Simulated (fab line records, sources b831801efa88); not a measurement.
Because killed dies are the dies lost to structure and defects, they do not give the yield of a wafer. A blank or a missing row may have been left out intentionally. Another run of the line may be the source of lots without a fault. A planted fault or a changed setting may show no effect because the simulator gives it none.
Matching of chambers    flow sky130    SKY_VIA4_CMP_02 on cmp-02 has 4 sister chambers
The step polishes SiO2. 27 wafers are shown with their chamber, then 12 later ones without.

== WAFERS, EACH WITH ITS CHAMBER ==
wafer   chamber  motor-current-A (A)  head-pressure-psi (psi)
L077.1  0        10.6                 4.009
L077.2  2        13.4                 3.999
L077.3  3        11.5                 3.989
L081.1  0        10.8                 3.992
L081.2  2        13.9                 4.008
L081.6  1        13.4                 4.004
L084.1  3        10.8                 3.990
L084.3  2        13.2                 3.999
L084.6  1        12.8                 4.012
L087.1  0        10.8                 4.014
L087.2  3        11.4                 3.983
L087.4  2        12.8                 4.010
L087.3  1        12.3                 4.003
L087.5  3        11.5                 3.973
L087.6  2        14.7                 4.005
L089.2  2        13.4                 4.011
L089.4  3        11.0                 4.014
L089.6  0        11.0                 3.998
L090.1  1        13.2                 3.994
L090.5  2        13.3                 4.009
L090.6  1        12.6                 3.992
L092.1  2        13.6                 4.011
L092.3  1        12.1                 3.997
L092.4  0        10.3                 4.003
L094.1  3        11.5                 3.993
L094.4  2        13.8                 4.003
L094.6  0        10.5                 4.005

SIGNATURES, as means of the wafers listed above
reading            chamber 0  chamber 1  chamber 2  chamber 3  scatter within a chamber
motor-current-A    10.667     12.733     13.567     11.283     0.435
head-pressure-psi  4.00350    4.00033    4.00611    3.99033    0.00858
Rule: a wafer lies at a distance from a chamber equal to the root of the sum of squares, over the readings, of (its reading less the chamber's mean, divided by the reading's scatter). If the next closest chamber is less than 2 further off than the closest, the wafer can't be placed; otherwise it belongs to the closest. The scatter: the root of (the sum of the squares of (reading less its chamber's mean) over the shown wafers, divided by (wafers less chambers)).

== WAFERS WHOSE CHAMBER IS MISSING ==
wafer   motor-current-A (A)  head-pressure-psi (psi)
L097.2  14.1                 3.995
L097.4  10.6                 3.995
L097.6  11.5                 4.008
L097.1  11.8                 4.007
L097.3  12.8                 4.012
L097.5  13.8                 3.987
L096.3  12.4                 3.997
L096.4  10.9                 4.005
L096.5  12.6                 3.995
L096.1  11.5                 4.003
L096.2  13.1                 4.001
L096.6  13.2                 3.994

== EACH ONE'S CHAMBER ==
wafer   from the rows above                in truth
L097.2  can't be placed: 2 or 1            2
L097.4  can't be placed: 0 or 3            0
L097.6  can't be placed: 0 or 3 or 1       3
L097.1  can't be placed: 3 or 1 or 0 or 2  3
L097.3  can't be placed: 1 or 2            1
L097.5  can't be placed: 2 or 1            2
L096.3  can't be placed: 1 or 3            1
L096.4  can't be placed: 0 or 3            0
L096.5  can't be placed: 1 or 2            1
L096.1  can't be placed: 3 or 0 or 1       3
L096.2  can't be placed: 1 or 2            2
L096.6  can't be placed: 1 or 2            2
Placed correctly: 0 of 12. From these rows, 12 cannot be placed; in 12 the true chamber is one of the candidates. Wrongly placed: 0.
